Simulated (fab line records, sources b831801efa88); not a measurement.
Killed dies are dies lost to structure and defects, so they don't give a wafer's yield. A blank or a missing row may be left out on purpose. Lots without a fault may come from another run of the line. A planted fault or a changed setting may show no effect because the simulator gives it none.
Which tool did it? | flow sfq_line | 13 lots, 39 wafers sampled, at 4 steps of a route of 325

WHAT THE GAUGES READ, wafer by wafer
SFQ_M4_OVL_MEAS_926. Usual: M4_OVL -2 nm, standard deviation 6.1.
lot  | measured     | on         | M4_OVL (nm) | flag
L159 | day 40 03:59 | overlay-02 | 4 9 9       |
L161 | day 40 11:11 | overlay-01 | 11 7 6      |
L162 | day 42 20:34 | overlay-01 | -5 -5 -2    |
L163 | day 43 04:59 | overlay-02 | -2 -1 0     |
L164 | day 43 16:55 | overlay-02 | 3 3 4       |
L165 | day 44 02:31 | overlay-02 | -13 -8 -3   |
L166 | day 45 04:55 | overlay-02 | -9 -4 3     |
L167 | day 46 02:31 | overlay-02 | -7 -11 -11  |
L168 | day 46 06:07 | overlay-01 | 0 -8 -4     |
L176 | day 49 15:37 | overlay-02 | -3 -12 -2   |
L179 | day 50 03:37 | overlay-02 | 3 3 -2      |
L180 | day 50 08:26 | overlay-01 | -12 -14 -9  |
L181 | day 50 12:02 | overlay-02 | -8 7 -9     |

SFQ_M6_OVL_MEAS_940. Usual: M6_OVL 6 nm, standard deviation 4.7.
lot  | measured     | on         | M6_OVL (nm) | flag
L159 | day 68 12:59 | overlay-02 | 3 2 3       |
L161 | day 68 16:42 | overlay-02 | -2 -2 5     |
L162 | day 71 22:03 | overlay-01 | 0 -1 -1     |
L163 | day 71 23:16 | overlay-01 | 3 4 0       |
L164 | day 72 00:26 | overlay-01 | 9 8 3       |
L165 | day 72 02:50 | overlay-01 | 3 8 5       |
L166 | day 73 23:37 | overlay-01 | 8 6 16      |
L167 | day 74 14:02 | overlay-01 | 9 16 10     |
L168 | day 75 23:27 | overlay-02 | 4 6 8       |
L176 | day 77 06:58 | overlay-02 | 9 11 7      |
L179 | day 77 21:56 | overlay-02 | 9 8 9       |
L180 | day 78 02:26 | overlay-01 | 3 10 7      |
L181 | day 78 04:43 | overlay-02 | 9 7 7       |

WHICH TOOL RAN EACH LOT (tool, then ch and the chambers of the sampled wafers, then the start)
lot  | SFQ_TRILAYER_R5_ETCH_METAL_ETCH_139 | SFQ_TRILAYER_C5_BARC_OPEN_VIA_ETCH_210
L159 | rie_metal-01 ch 0,1, day 53 20:49   | rie_diel-02 ch 0,1,2, day 62 23:01
L161 | rie_metal-03 ch 0,1, day 54 02:49   | rie_diel-03 ch 1,2, day 63 01:25
L162 | rie_metal-02 ch 0,1, day 60 01:37   | rie_diel-03 ch 0,1,3, day 70 07:08
L163 | rie_metal-02 ch 0,1, day 60 11:39   | rie_diel-03 ch 0,1,2, day 70 15:32
L164 | rie_metal-01 ch 0,1, day 60 17:56   | rie_diel-03 ch 0,2, day 71 00:56
L165 | rie_metal-03 ch 0,1, day 61 13:35   | rie_diel-02 ch 0,2,3, day 71 22:26
L166 | rie_metal-03 ch 1, day 63 02:44     | rie_diel-03 ch 0,1,3, day 73 18:50
L167 | rie_metal-02 ch 0,1, day 64 00:59   | rie_diel-02 ch 0,1,3, day 74 10:26
L168 | rie_metal-03 ch 0,1, day 64 09:36   | rie_diel-02 ch 0,1,2, day 75 20:02
L176 | rie_metal-02 ch 0,1, day 72 02:06   | rie_diel-03 ch 1,2,3, day 77 03:01
L179 | rie_metal-03 ch 0,1, day 72 10:30   | rie_diel-01 ch 0,1,2, day 77 16:44
L180 | rie_metal-02 ch 0,1, day 72 15:19   | rie_diel-02 ch 1,2,3, day 77 20:46
L181 | rie_metal-03 ch 0,1, day 72 17:43   | rie_diel-01 ch 0,2,3, day 77 23:10
- SFQ_TRILAYER_R5_ETCH_METAL_ETCH_139: etches the open film in Cl2, stops on SiO2, target depth 60 nm, time 40 s.
- SFQ_TRILAYER_C5_BARC_OPEN_VIA_ETCH_210: etches BARC in O2, target depth 125 nm, time 40.57 s.

WHAT THE TOOLS THEMSELVES READ (means of the sampled wafers that have a number; where no wafer has one, the mark that the record gives instead)
SFQ_TRILAYER_R5_ETCH_METAL_ETCH_139. Usual: bias_w 80.01 W, standard deviation 0.25; drypump_motor_current_A 5.9 A, standard deviation 0.51; oes_product_au 0.990 a.u., standard deviation 0.005.
lot  | tool         | bias_w (W) | drypump_motor_current_A (A) | oes_product_au (a.u.) | flag
L159 | rie_metal-01 | 80.22      | 5.9                         | 0.992                 |
L161 | rie_metal-03 | 79.99      | 6.5                         | 0.995                 |
L162 | rie_metal-02 | 80.05      | 5.5                         | 0.983                 |
L163 | rie_metal-02 | 79.85      | 5.8                         | 0.990                 |
L164 | rie_metal-01 | 80.25      | 5.9                         | 0.992                 |
L165 | rie_metal-03 | 79.92      | 6.3                         | 0.992                 |
L166 | rie_metal-03 | 80.13      | 6.1                         | 0.997                 |
L167 | rie_metal-02 | 79.99      | 5.5                         | 0.988                 |
L168 | rie_metal-03 | 80.22      | 6.3                         | 0.988                 |
L176 | rie_metal-02 | 80.12      | 5.8                         | 0.986                 |
L179 | rie_metal-03 | 79.95      | 6.3                         | 0.987                 |
L180 | rie_metal-02 | 79.95      | 5.5                         | 0.992                 |
L181 | rie_metal-03 | 79.97      | 6.3                         | 0.988                 |

SFQ_TRILAYER_C5_BARC_OPEN_VIA_ETCH_210. Usual: bias_w 80.02 W, standard deviation 0.24; drypump_motor_current_A 6.0 A, standard deviation 0.42; oes_product_au 0.693 a.u., standard deviation 0.0044.
lot  | tool        | bias_w (W) | drypump_motor_current_A (A) | oes_product_au (a.u.) | flag
L159 | rie_diel-02 | 80.08      | 5.8                         | 0.690                 |
L161 | rie_diel-03 | 79.85      | 5.9                         | 0.694                 |
L162 | rie_diel-03 | 80.15      | 6.2                         | 0.699                 |
L163 | rie_diel-03 | 80.16      | 6.0                         | 0.691                 |
L164 | rie_diel-03 | 80.23      | 5.9                         | 0.694                 |
L165 | rie_diel-02 | 79.78      | 5.5                         | 0.693                 |
L166 | rie_diel-03 | 79.98      | 6.2                         | 0.691                 |
L167 | rie_diel-02 | 80.19      | 6.0                         | 0.693                 |
L168 | rie_diel-02 | 79.75      | 5.8                         | 0.693                 |
L176 | rie_diel-03 | 81.17      | 6.1                         | 0.691                 | OFF
L179 | rie_diel-01 | 80.07      | 6.2                         | 0.694                 |
L180 | rie_diel-02 | 79.81      | 5.7                         | 0.694                 |
L181 | rie_diel-01 | 80.16      | 6.0                         | 0.693                 |

THE ANSWER, worked out from the rows above alone
Rule: a lot is off if the mean of its wafers that have a number lies more than 3 standard deviations from the usual mean. A lot without any number at a reading at which 4 lots or more have one is off too. The other lots that the step has rows for count as sound. The gauges are gone through in route order, then the tools' own readings, and for those a lot's mean is taken as printed above. The first step at which some lot is off is used, and at that step the reading that is off furthest; a lot without a number counts as furthest.
Off: L176, at SFQ_TRILAYER_C5_BARC_OPEN_VIA_ETCH_210 (bias_w).
A tool fits if, at that step or a process step before it, it ran every lot that is off, and no sound lot after the first of them. One fits: rie_diel-03 at SFQ_TRILAYER_C5_BARC_OPEN_VIA_ETCH_210. Its last sound lot is L166 (day 73 18:50), its first lot that is off L176 (day 77 03:01): a fault that began between those two fits.
The tool's own readings at SFQ_TRILAYER_C5_BARC_OPEN_VIA_ETCH_210 bear it out: on the lots that are off they differ by more than 5 times the standard deviation of the sound lots' means. bias_w reads 81.17 W there against 80.02 W on the sound lots.

WHAT THE SIMULATOR HAD PUT IN
Process parameter drift: rie_diel-03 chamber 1, from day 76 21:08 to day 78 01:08, at SFQ_TRILAYER_C5_BARC_OPEN_VIA_ETCH_210. Setting bias_w, moved by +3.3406, from 80. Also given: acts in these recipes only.
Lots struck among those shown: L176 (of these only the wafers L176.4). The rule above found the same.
